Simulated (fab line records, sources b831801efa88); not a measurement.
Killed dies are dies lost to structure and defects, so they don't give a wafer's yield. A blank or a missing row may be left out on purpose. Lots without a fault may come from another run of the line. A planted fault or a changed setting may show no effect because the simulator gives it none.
fab line records | flow sky130
record lots=6 wafers=18 last_day=50
route steps=708 shown METAL4@602 CAP2M@603 PAD_OPEN@708
lots that met no fault: from a run of the same line without faults
start_h: hours from the record's first day to the start of the lot's first wafer shown | wait_h: hours since the lot's step before | " the same as in the row above | L1.1+2: a row that stands for several wafers | - no value, or no start given | * or withheld: withheld | < > ~ a bound
route shown NAME@n: a module of which the file shows steps, and the number in the route of the first | usual: mean/standard deviation of fault-free wafers | same: alike in all rows | chamber/n: place in a boat | sites: the reading at each site | _std_site: their standard deviation | _edge_site: outer sites' mean less inner sites' | radius_mm: how far each site lies from the wafer's centre | mask NAME#n: copy n | behind: the tool/chamber that last shaped the wafer | hold: why the lot was held/for how many hours/how that ended | device: the transistor (n, p or np) that didn't switch | end of line: the same wafers' tests at the end of the route | a step without rows: its recipe alone | killed: dies lost to structure and defects at the first sort, not the wafer's yield | map: a wafer's dies, x killed, . not, _ none there
set.NAME: the setting as run; set.NAME@STEP: as run at that earlier step | model.NAME: the simulator's own value behind a step, which no gauge read
lots at some steps of the route; a table a step, a row a wafer
services: from which hour (start_h, from the record's first day; less than 0 if before it) a tool's chamber was out of use, for how many hours, and why
## steps
# step SKY_METAL4_SPUTTER_04
# recipe material=TiN target_thk_nm=70 power_w=6500 time_s=58.3 chamber_pressure_pa=0.4
# usual throttle_valve_pct=30.8/1.2
# columns lot.wafer tool chamber start_h wait_h throttle_valve_pct
L358.1 pvd_sputter-02 - 948.35 0.0 31.0
L358.2 " - " " 30.2
L358.3 " - " " 30.2
L362.1 pvd_sputter-02 - 974.55 0.0 30.5
L362.2 " - " " 30.1
L362.5 " - " " 30.6
L375.2 pvd_sputter-02 - 1073.17 0.0 31.2
L375.4 " - " " 30.7
L375.6 " - " " 30.0
L377.1 pvd_sputter-02 - 1077.13 0.0 30.1
L377.3 " - " " 30.5
L377.5 " - " " 30.2
L374.1 pvd_sputter-01 - 1078.47 0.0 33.2
L374.4 " - " " 33.1
L374.6 " - " " 33.2
L379.3 pvd_sputter-03 - 1083.25 0.0 29.9
L379.5 " - " " 30.0
L379.6 " - " " 29.7
# step SKY_CAP2M_CVD_00
# recipe material=SiO2 target_thk_nm=15.5 temp_c=400 time_s=withheld rf_w=450
# usual heater_power_w=758/86
# columns lot.wafer tool chamber start_h wait_h heater_power_w
L358.1 pecvd-01 1 948.40 0.0 735
L358.2 " 2 " " 701
L358.3 " 0 " " 844
L362.1 pecvd-02 2 974.60 0.0 732
L362.2 " 0 " " 786
L362.5 " 0 " " 772
L375.2 pecvd-04 0 1073.21 0.0 669
L375.4 " 1 " " 551
L375.6 " 2 " " 735
L377.1 pecvd-01 0 1077.18 0.0 915
L377.3 " 2 " " 811
L377.5 " 2 " " 804
L374.1 pecvd-04 2 1078.52 0.0 747
L374.4 " 2 " " 749
L374.6 " 0 " " 705
L379.3 pecvd-02 2 1083.30 0.0 768
L379.5 " 2 " " 761
L379.6 " 1 " " 711
# step SKY_CAP2M_THK_MEAS_01
# recipe reads=SiO2_of_CAP2M_CVD_00
# usual CAP2M_CVD_00_THK=15.5/0.34
# columns lot.wafer tool chamber start_h wait_h CAP2M_CVD_00_THK[nm]
L358.1 film_metro-02 - 948.42 - 15.4
L358.2 " - " " 15.5
L358.3 " - " " 15.6
L362.1 film_metro-01 - 974.62 - 15.8
L362.2 " - " " 15.2
L362.5 " - " " 15.5
L375.2 film_metro-04 - 1073.25 - 15.5
L375.4 " - " " 15.6
L375.6 " - " " 15.4
L377.1 film_metro-01 - 1077.20 - 15.4
L377.3 " - " " 15.7
L377.5 " - " " 15.9
L374.1 film_metro-04 - 1078.54 - 14.9
L374.4 " - " " 15.1
L374.6 " - " " 15.6
L379.3 film_metro-02 - 1083.34 - 15.5
L379.5 " - " " 15.7
L379.6 " - " " 15.7
# step SKY_CAP2M_SPUTTER_02
# recipe material=TiN target_thk_nm=200 temp_c=300 power_w=6500 time_s=166.7 chamber_pressure_pa=0.4
# usual substrate_temp_c=300.03/0.22 throttle_valve_pct=30.4/1.5
# columns lot.wafer tool chamber start_h wait_h substrate_temp_c throttle_valve_pct
L358.1 pvd_sputter-01 - 948.48 0.1 300.14 31.3
L358.2 " - " " 299.79 33.0
L358.3 " - " " 300.23 29.4
L362.1 pvd_sputter-01 - 974.68 0.1 300.27 33.1
L362.2 " - " " 299.68 33.2
L362.5 " - " " 300.24 33.0
L375.2 pvd_sputter-04 - 1073.30 0.0 300.17 31.3
L375.4 " - " " 299.91 28.5
L375.6 " - " " 299.89 31.0
L377.1 pvd_sputter-01 - 1077.26 0.1 299.84 33.1
L377.3 " - " " 300.29 33.1
L377.5 " - " " 300.25 29.5
L374.1 pvd_sputter-04 - 1078.60 0.1 299.56 30.0
L374.4 " - " " 299.60 31.2
L374.6 " - " " 300.09 28.2
L379.3 pvd_sputter-04 - 1083.38 0.0 300.29 28.3
L379.5 " - " " 300.10 29.8
L379.6 " - " " 300.25 28.0
# step SKY_CAP2M_RS_MEAS_03
# recipe thk_meas_gauge=four-point-probe reads=TiN_of_CAP2M_SPUTTER_02
# usual CAP2M_TIN_RS=6.89/0.1
# columns lot.wafer tool chamber start_h wait_h CAP2M_TIN_RS[ohm/sq]
L358.1 film_metro-02 - 948.59 0.1 6.87
L358.2 " - " " 7.04
L358.3 " - " " 6.87
L362.1 film_metro-04 - 974.79 0.1 6.89
L362.2 " - " " 6.94
L362.5 " - " " 6.88
L375.2 film_metro-01 - 1073.43 0.1 6.75
L375.4 " - " " 6.88
L375.6 " - " " 6.79
L377.1 film_metro-04 - 1077.37 0.1 6.87
L377.3 " - " " 6.88
L377.5 " - " " 6.81
L374.1 film_metro-01 - 1078.71 0.1 7.00
L374.4 " - " " 6.84
L374.6 " - " " 6.91
L379.3 film_metro-02 - 1083.53 0.1 7.02
L379.5 " - " " 7.01
L379.6 " - " " 7.04
# step SKY_CAP2M_THK_MEAS_04
# recipe thk_meas_gauge=xrf reads=TiN_of_CAP2M_SPUTTER_02
# usual CAP2M_TIN_THK=202/3
# columns lot.wafer tool chamber start_h wait_h CAP2M_TIN_THK[nm]
L358.1 film_metro-02 - 948.71 0.1 201
L358.2 " - " " 197
L358.3 " - " " 201
L362.1 film_metro-04 - 974.91 0.1 203
L362.2 " - " " 202
L362.5 " - " " 203
L375.2 film_metro-01 - 1073.54 0.1 205
L375.4 " - " " 201
L375.6 " - " " 203
L377.1 film_metro-04 - 1077.49 0.1 203
L377.3 " - " " 202
L377.5 " - " " 205
L374.1 film_metro-01 - 1078.83 0.1 198
L374.4 " - " " 201
L374.6 " - " " 200
L379.3 film_metro-02 - 1083.63 0.1 199
L379.5 " - " " 199
L379.6 " - " " 199
# step SKY_CAP2M_DEHYDRATE_05
# recipe temp_c=200 time_s=60
# step SKY_CAP2M_HMDS_06
# recipe prime_time_s=60 prime_temp_c=120
# step SKY_CAP2M_COAT_07
# recipe resist=NOVOLAK spin_rpm=3000 resist_thk_nm=1140
# step SKY_CAP2M_SOFTBAKE_08
# recipe temp_c=90 time_s=60 resist=NOVOLAK
# step SKY_CAP2M_EXPOSE_09
# recipe mask_id=CAP2M na=0.6 source_shape=conventional sigma_outer=0.6 polarization=unpolarized target_cd_nm=1000 dose_mj=159
# step SKY_CAP2M_PEB_10
# recipe temp_c=withheld time_s=* resist=NOVOLAK
# step SKY_CAP2M_DEVELOP_11
# recipe resist=NOVOLAK developer=TMAH develop_time_s=60 dev_temp_c=23
# columns lot.wafer tool chamber start_h wait_h
L358.1+2+3 litho_track-03 0 972.22 0.1
L362.1+2+5 litho_track-04 0 999.13 0.1
L375.2+4+6 litho_track-04 0 1094.41 0.1
L377.1+3+5 litho_track-03 0 1098.27 0.1
L374.1+4+6 litho_track-04 0 1099.38 0.1
L379.3+5+6 litho_track-03 0 1103.52 0.1
# step SKY_CAP2M_OVL_MEAS_12
# usual CAP2M_OVL=-0.9/1.4
# columns lot.wafer tool chamber start_h wait_h CAP2M_OVL[nm]
L358.1 overlay-01 - 972.37 0.1 -2.3
L358.2 " - " " -1.4
L358.3 " - " " 0.1
L362.1 overlay-02 - 999.28 0.1 -1.0
L362.2 " - " " -0.3
L362.5 " - " " 0.0
L375.2 overlay-01 - 1094.54 0.1 -0.7
L375.4 " - " " -2.5
L375.6 " - " " 0.3
L377.1 overlay-02 - 1098.42 0.1 -0.9
L377.3 " - " " 0.5
L377.5 " - " " -0.5
L374.1 overlay-02 - 1099.53 0.1 -1.4
L374.4 " - " " -3.4
L374.6 " - " " -2.4
L379.3 overlay-01 - 1103.63 0.1 2.1
L379.5 " - " " 1.3
L379.6 " - " " 1.9
# step SKY_CAP2M_METAL_ETCH_13
# recipe target_depth_nm=220 stop_on=SiO2 chemistry=Cl2/BCl3 target=TiN pressure_mtorr=10 icp_w=900 bias_w=48.5 Cl2_flow_sccm=60 bcl3_flow_sccm=30 time_s=62.9
# usual drypump_motor_current_A=5.6/0.51 oes_product_au=0.943/0.0096 throttle_valve_pct=21.901/0.0099
# columns lot.wafer tool chamber start_h wait_h drypump_motor_current_A oes_product_au rf_hours_counter_h throttle_valve_pct model.CAP2M.cd_nm
L358.1 rie_metal-03 0 972.40 0.0 5.0 0.941 3 21.895 1002
L358.2 " 1 " " 5.3 0.939 7 21.909 1002
L358.3 " 1 " " 5.3 0.947 - 21.894 999.7
L362.1 rie_metal-03 1 999.32 0.0 5.3 0.947 9 21.898 1002
L362.2 " 0 " " 5.0 0.932 5 21.911 1004
L362.5 " 0 " " 5.0 0.945 - 21.905 1003
L375.2 rie_metal-04 1 1094.57 0.0 5.9 0.952 11 21.898 1011
L375.4 " 0 " " 6.1 0.941 - 21.904 1015
L375.6 " 0 " " 6.0 0.949 - 21.898 1015
L377.1 rie_metal-04 1 1098.45 0.0 5.9 0.947 12 21.906 1003
L377.3 " 0 " " 6.1 0.946 - 21.897 1003
L377.5 " 0 " " 6.0 0.948 - 21.895 1002
L374.1 rie_metal-04 1 1099.57 0.0 5.9 0.926 12 21.903 1010
L374.4 " 0 " " 6.1 0.949 - 21.902 1011
L374.6 " 1 " " 5.9 0.951 - 21.904 1014
L379.3 rie_metal-02 1 1103.68 0.0 6.3 0.929 - 21.909 1001
L379.5 " 0 " " 4.8 0.938 - 21.912 998.8
L379.6 " 1 " " 6.3 0.942 - 21.907 1002
# step SKY_CAP2M_STRIP_14
# recipe chemistry=O2/N2 power_w=1400 pressure_mtorr=1500 platen_temp_c=withheld o2_flow_sccm=3000 n2_flow_sccm=300 overash_fraction=0.5
# usual drypump_motor_current_A=5.6/0.58 oes_product_au=0.710/0.0049 strip_time_to_endpoint_s=12.67/0.055
# columns lot.wafer tool chamber start_h wait_h drypump_motor_current_A oes_product_au rf_hours_counter_h strip_time_to_endpoint_s
L358.1 plasma_asher-02 1 972.48 0.1 5.6 0.710 50 12.75
L358.2 " 0 " " 4.9 0.714 50 12.67
L358.3 " 0 " " 4.9 0.711 - 12.66
L362.1 plasma_asher-02 0 999.39 0.1 4.9 0.708 53 12.61
L362.2 " 1 " " 5.5 0.706 53 12.74
L362.5 " 0 " " 4.9 0.709 - 12.75
L375.2 plasma_asher-02 0 1094.64 0.1 4.9 0.707 62 12.60
L375.4 " 0 " " 4.9 0.704 - 12.59
L375.6 " 1 " " 5.6 0.708 - 12.66
L377.1 plasma_asher-02 1 1098.53 0.1 5.6 0.717 63 12.62
L377.3 " 1 " " 5.6 0.717 - 12.63
L377.5 " 1 " " 5.5 0.704 - 12.63
L374.1 plasma_asher-01 1 1099.64 0.1 5.5 0.718 100 12.66
L374.4 " 0 " " 6.6 0.708 - 12.67
L374.6 " 1 " " 5.5 0.703 - 12.63
L379.3 plasma_asher-03 0 1103.76 0.1 6.1 0.710 - 12.68
L379.5 " 0 " " 6.1 0.702 - 12.72
L379.6 " 1 " " 5.1 0.710 - 12.70
# step SKY_PAD_OPEN_PROBE_99
# usual defect_limited_yield=82.2/1.8 killed_at_M0_to_M3=44/6.9 killed_at_M4_up=3.3/2 killed_at_contacts=25/5.4 killed_at_front_end=16/4.6 killed_at_other=0.2/0.51 killed_dies=88/8.9 killed_open=48/6.8 killed_short=39/5.8
# same gross_dies=492 killed_at_back_side=0
# columns lot.wafer tool chamber start_h wait_h defect_limited_yield[%] killed_at_M0_to_M3 killed_at_M4_up killed_at_contacts killed_at_front_end killed_at_other killed_dies killed_open killed_short
L358.1 prober-02 - 1091.94 0.1 82.7 39 1 30 15 0 85 52 32
L358.2 prober-02 - 1091.99 0.1 84.1 44 0 21 13 0 78 45 33
L358.3 prober-02 - 1092.04 0.2 79.5 50 1 28 22 0 101 52 49
L362.1 prober-02 - 1114.69 0.1 81.1 45 8 31 9 0 93 45 48
L362.2 prober-02 - 1114.74 0.1 83.3 34 1 27 20 0 82 39 42
L362.5 prober-02 - 1114.89 0.2 82.9 39 3 23 19 0 84 45 39
L375.2 prober-01 - 1192.40 0.1 80.9 42 0 28 23 1 94 51 42
L375.4 prober-01 - 1192.50 0.2 80.9 43 7 26 16 2 94 49 42
L375.6 prober-01 - 1192.60 0.2 83.5 43 0 23 14 1 81 39 42
L377.1 prober-01 - 1198.28 0.1 82.1 47 7 12 22 0 88 43 44
L377.3 prober-01 - 1198.38 0.2 83.9 50 1 17 11 0 79 45 34
L377.5 prober-01 - 1198.48 0.2 80.1 62 1 26 9 0 98 53 45
L374.1 prober-02 - 1199.78 0.1 81.7 35 2 28 15 10 90 45 35
L374.4 prober-02 - 1199.93 0.2 80.9 52 2 18 22 0 94 58 35
L374.6 prober-02 - 1200.03 0.2 80.7 37 1 28 17 12 95 47 36
L379.3 prober-02 - 1201.31 0.2 79.1 51 7 36 9 0 103 60 43
L379.5 prober-02 - 1201.41 0.2 80.5 34 3 42 17 0 96 47 48
L379.6 prober-02 - 1201.46 0.2 84.3 37 2 31 7 0 77 54 23
# killed by level:class
L358.1 CONTACT:geometric_particle:open=11 LI_CONTACT:geometric_particle:open=9 VIA3:geometric_particle:open=7 VIA2:geometric_particle:open=7 METAL3:geometric_particle:short=6 POLY_GATE:geometric_particle:open=5 FIELD_ISO:geometric_particle:open=4 CONTACT:geometric_particle:short=4
L358.2 VIA1:geometric_particle:open=11 LI_CONTACT:geometric_particle:open=9 VIA2:geometric_particle:open=9 CONTACT:geometric_particle:open=5 METAL2:geometric_particle:short=5 FIELD_ISO:geometric_particle:short=4 VIA1:geometric_particle:short=4 METAL1:geometric_particle:short=4
L358.3 VIA1:geometric_particle:open=10 LI_CONTACT:geometric_particle:open=9 FIELD_ISO:geometric_particle:open=7 METAL2:geometric_particle:short=7 CONTACT:geometric_particle:open=6 VIA3:geometric_particle:open=6 METAL1:geometric_particle:short=5 VIA2:geometric_particle:open=5
L362.1 CONTACT:geometric_particle:open=10 VIA1:geometric_particle:open=10 LI_CONTACT:geometric_particle:open=7 VIA1:geometric_particle:short=7 METAL4:geometric_particle:short=6 LOCAL_INTERCONNECT:geometric_particle:short=5 VIA3:geometric_particle:open=5 CONTACT:geometric_particle:short=5
L362.2 CONTACT:geometric_particle:open=13 FIELD_ISO:geometric_particle:short=8 VIA1:geometric_particle:open=8 CONTACT:geometric_particle:short=6 VIA2:geometric_particle:open=5 METAL3:geometric_particle:short=5 FIELD_ISO:geometric_particle:open=4 POLY_GATE:geometric_particle:short=4
L362.5 CONTACT:geometric_particle:open=9 VIA1:geometric_particle:open=8 FIELD_ISO:geometric_particle:open=7 FIELD_ISO:geometric_particle:short=7 VIA1:geometric_particle:short=7 LI_CONTACT:geometric_particle:open=6 VIA3:geometric_particle:open=6 LOCAL_INTERCONNECT:geometric_particle:short=5
L375.2 VIA1:geometric_particle:open=10 CONTACT:geometric_particle:short=8 VIA1:geometric_particle:short=8 CONTACT:geometric_particle:open=7 LI_CONTACT:geometric_particle:open=7 METAL2:geometric_particle:short=6 FIELD_ISO:geometric_particle:open=5 POLY_GATE:geometric_particle:open=5
L375.4 CONTACT:geometric_particle:open=13 VIA3:geometric_particle:short=8 LI_CONTACT:geometric_particle:open=7 VIA1:geometric_particle:open=7 FIELD_ISO:geometric_particle:open=6 METAL1:geometric_particle:short=5 METAL2:geometric_particle:short=5 FIELD_ISO:geometric_particle:short=4
L375.6 VIA1:geometric_particle:open=10 LI_CONTACT:geometric_particle:open=6 METAL2:geometric_particle:short=6 POLY_GATE:geometric_particle:open=5 CONTACT:geometric_particle:short=5 CONTACT:geometric_particle:open=5 METAL1:geometric_particle:short=5 VIA2:geometric_particle:open=5
L377.1 VIA1:geometric_particle:open=17 FIELD_ISO:geometric_particle:short=6 CONTACT:geometric_particle:open=6 VIA2:geometric_particle:open=6 FIELD_ISO:geometric_particle:open=5 POLY_GATE:geometric_particle:short=5 VIA1:geometric_particle:short=5 VIA2:geometric_particle:short=5
L377.3 VIA3:geometric_particle:open=10 VIA2:geometric_particle:open=8 VIA1:geometric_particle:open=8 LOCAL_INTERCONNECT:geometric_particle:short=5 METAL1:geometric_particle:short=5 LI_CONTACT:geometric_particle:open=4 CONTACT:geometric_particle:open=4 CONTACT:geometric_particle:short=4
L377.5 VIA1:geometric_particle:open=14 METAL2:geometric_particle:short=10 CONTACT:geometric_particle:open=8 LI_CONTACT:geometric_particle:open=8 VIA1:geometric_particle:short=8 VIA2:geometric_particle:open=7 VIA3:geometric_particle:open=7 CONTACT:geometric_particle:short=6
L374.1 VIA1:geometric_particle:open=10 CAPM:area_etch=10 CONTACT:geometric_particle:open=9 LI_CONTACT:geometric_particle:open=7 CONTACT:geometric_particle:short=7 FIELD_ISO:geometric_particle:open=5 POLY_CUT:geometric_particle:short=5 VIA1:geometric_particle:short=5
L374.4 VIA1:geometric_particle:open=9 CONTACT:geometric_particle:open=9 VIA2:geometric_particle:open=9 FIELD_ISO:geometric_particle:short=8 FIELD_ISO:geometric_particle:open=6 POLY_GATE:geometric_particle:open=6 VIA3:geometric_particle:open=6 METAL2:geometric_particle:short=6
L374.6 CAPM:area_etch=12 CONTACT:geometric_particle:open=10 VIA1:geometric_particle:open=9 LI_CONTACT:geometric_particle:open=7 VIA3:geometric_particle:open=7 LOCAL_INTERCONNECT:geometric_particle:short=6 FIELD_ISO:geometric_particle:open=5 FIELD_ISO:geometric_particle:short=5
L379.3 CONTACT:geometric_particle:open=16 VIA1:geometric_particle:open=12 LI_CONTACT:geometric_particle:open=8 VIA2:geometric_particle:open=7 VIA3:geometric_particle:open=7 METAL3:geometric_particle:short=6 METAL4:geometric_particle:short=6 CONTACT:geometric_particle:short=5
L379.5 CONTACT:geometric_particle:open=15 LOCAL_INTERCONNECT:geometric_particle:short=8 LI_CONTACT:geometric_particle:open=7 VIA1:geometric_particle:open=7 POLY_GATE:geometric_particle:short=6 FIELD_ISO:geometric_particle:short=5 LI_CONTACT:geometric_particle:short=5 CONTACT:geometric_particle:short=5
L379.6 CONTACT:geometric_particle:open=12 VIA1:geometric_particle:open=11 VIA3:geometric_particle:open=10 LI_CONTACT:geometric_particle:open=9 VIA2:geometric_particle:open=5 CONTACT:geometric_particle:short=4 METAL3:geometric_particle:short=4 POLY_GATE:geometric_particle:open=3
## services
# columns tool chamber start_h hours kind
pvd_sputter-03 - 929.87 11.8 repair
plasma_asher-03 - 935.92 0.7 repair
rie_metal-02 - 936.75 0.2 repair
pecvd-02 0 949.37 3.0 repair
plasma_asher-03 - 949.93 4.3 pm
pvd_sputter-02 - 956.01 14.5 repair
plasma_asher-01 - 957.01 2.8 pm
pvd_sputter-02 - 963.60 5.1 repair
rie_metal-03 - 966.93 0.8 repair
plasma_asher-03 - 974.69 5.6 repair
rie_metal-04 - 981.00 0.5 repair
pvd_sputter-02 - 989.07 8.4 repair
pecvd-01 0 1015.76 3.8 repair
pecvd-01 - 1033.42 0.8 repair
rie_metal-04 1 1041.60 2.9 repair
pvd_sputter-01 - 1043.03 21.2 repair
pecvd-01 - 1043.89 1.5 repair
pvd_sputter-04 - 1044.65 2.2 repair
plasma_asher-02 - 1047.42 1.4 repair
pvd_sputter-02 - 1067.07 2.8 repair
pecvd-01 - 1071.48 1.3 repair
pecvd-01 - 1085.44 28.1 pm
pvd_sputter-01 - 1093.10 6.4 repair
plasma_asher-02 - 1101.56 14.6 pm
## key
first_sign none at tools or gauges
model_effect step=SKY_CAP2M_METAL_ETCH_13 value=CAP2M.cd_nm without=996.6 struck=1013
met_at SKY_CAP2M_DEVELOP_11
struck_wafers L374.1,L374.4,L374.6,L375.2,L375.4,L375.6
baseline_loss step=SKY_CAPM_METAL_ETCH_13 wafers=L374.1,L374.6
onset_between 999.13 1094.41
also_fits SKY_CAP2M_CVD_00:pecvd-04
fault kind=process_parameter_drift tool=litho_track-04 chamber=- onset_h=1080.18 steps=SKY_CAP2M_DEVELOP_11 channel=develop_time_s offset=* shape=step end_h=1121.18 acts_in=* stated=*
# baseline_loss: these wafers lose ten dies or more at that step, a loss of the line's own and not of a fault; the sort's usual values leave them out
